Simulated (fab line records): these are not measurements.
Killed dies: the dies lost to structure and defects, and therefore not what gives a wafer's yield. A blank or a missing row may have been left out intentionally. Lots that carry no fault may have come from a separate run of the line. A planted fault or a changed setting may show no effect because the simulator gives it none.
fab line records + flow sky130
record:
- lots: 14
- wafers: 40
- last-day: 51
route steps=708 shown METAL3@562
lots untouched by any fault: they come from a run of this same line in which no faults occurred
start-h: start of the lot's first displayed wafer, in hours after the record's first day + wait-h: hours since the lot's step before + " the same as in the row above + L1.1+2: one row covering several wafers at once + - no value present, or no start provided + * or withheld: withheld + < > ~ a bound
route shown NAME@n: a module of which the file shows steps, and the number in the route of the first + usual: mean and standard deviation over wafers with no fault + same: alike in all rows + chamber/n: place in a boat + sites: readings site by site + _std_site: standard deviation of those values + _edge_site: the outer-site mean with the inner-site mean subtracted + radius-mm: for every site, how far away it sits from the centre of the wafer + mask NAME#n: copy n + behind: the last tool/chamber to shape the wafer + hold: reason for holding the lot/hours on hold/outcome of the hold + device: which transistor (n, p or np) failed to switch + end of line: at the end of the route, the tests of the same wafers + a step without rows: its recipe alone + killed: dies lost to structure and defects at the first sort, not the wafer's yield + map: a wafer's dies, marking killed ones x, the rest . and places with no die _
set.NAME: the setting as run; set.NAME@STEP: as run at that earlier step + model.NAME: the simulator's own value behind a step, which no gauge read
steps of the route over a sample of lots; a table a step, a row a wafer
== steps ==
step: SKY_METAL3_DEVELOP_12
recipe:
- develop-time-s: 60
- resist: KrF-thick
- dev-temp-c: 21
usual:
- developer-temp-C: 20.99/0.11
| lot.wafer | tool           | chamber | start-h | wait-h | developer-temp-C |
|-----------|----------------|---------|---------|--------|------------------|
| L344.2    | litho-track-02 | 0       | 919     | -      | 20.98            |
| L344.3    | "              | 0       | "       | "      | 20.95            |
| L344.6    | "              | 0       | "       | "      | 21.07            |
| L346.2    | litho-track-02 | 0       | 937     | -      | 21.00            |
| L346.4    | "              | 0       | "       | "      | 20.93            |
| L346.5    | "              | 0       | "       | "      | 20.88            |
| L347.2    | litho-track-02 | 0       | 951     | -      | 20.84            |
| L347.4    | "              | 0       | "       | "      | 21.06            |
| L347.6    | "              | 0       | "       | "      | 21.04            |
| L349.2    | litho-track-04 | 0       | 958     | -      | 20.82            |
| L349.3    | "              | 0       | "       | "      | 20.94            |
| L349.6    | "              | 0       | "       | "      | 21.00            |
| L350.1    | litho-track-04 | 0       | 962     | -      | 20.84            |
| L350.3    | "              | 0       | "       | "      | 20.92            |
| L350.6    | "              | 0       | "       | "      | 20.93            |
| L353.2    | litho-track-03 | 0       | 985     | -      | 21.13            |
| L353.3    | "              | 0       | "       | "      | 21.00            |
| L353.6    | "              | 0       | "       | "      | 20.93            |
| L355.1    | litho-track-03 | 0       | 995     | -      | 20.98            |
| L355.2    | "              | 0       | "       | "      | 21.09            |
| L355.5    | "              | 0       | "       | "      | 21.17            |
| L357.2    | litho-track-03 | 0       | 1007    | -      | 21.00            |
| L357.3    | "              | 0       | 1008    | -      | 21.06            |
| L357.4    | "              | 0       | "       | "      | 21.00            |
| L358.1    | litho-track-03 | 0       | 1016    | -      | 21.02            |
| L358.3    | "              | 0       | 1017    | -      | 20.98            |
| L358.6    | "              | 0       | "       | "      | 21.04            |
| L365.2    | litho-track-03 | 0       | 1059    | -      | 21.51            |
| L365.5    | "              | 0       | "       | "      | 21.59            |
| L364.3    | litho-track-03 | 0       | 1065    | -      | 21.55            |
| L364.4    | "              | 0       | "       | "      | 21.44            |
| L366.1    | litho-track-02 | 0       | 1066    | -      | 21.02            |
| L366.2    | "              | 0       | "       | "      | 21.01            |
| L366.6    | "              | 0       | 1067    | -      | 20.95            |
| L362.3    | litho-track-04 | 0       | 1068    | -      | 21.11            |
| L362.4    | "              | 0       | "       | "      | 20.89            |
| L362.5    | "              | 0       | "       | "      | 21.13            |
| L367.2    | litho-track-02 | 0       | 1073    | -      | 20.88            |
| L367.3    | "              | 0       | "       | "      | 20.90            |
| L367.5    | "              | 0       | "       | "      | 20.81            |
== key ==
first-sign:
- step: SKY_METAL3_DEVELOP_12
- reading: developer-temp-C
- direction: up
- sigmas: 4.9
- usual: *
- struck: *
effect none on later readings
met-at SKY_METAL3_DEVELOP_12
struck-lots L364,L365
onset-between 1016 1059
fault:
- kind: process-parameter-drift
- tool: litho-track-03
- chamber: -
- onset-h: 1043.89
- steps: SKY_METAL3_DEVELOP_12
- channel: dev-temp-c
- offset: *
- shape: step
- end-h: 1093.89
- acts-in: *
- stated: *
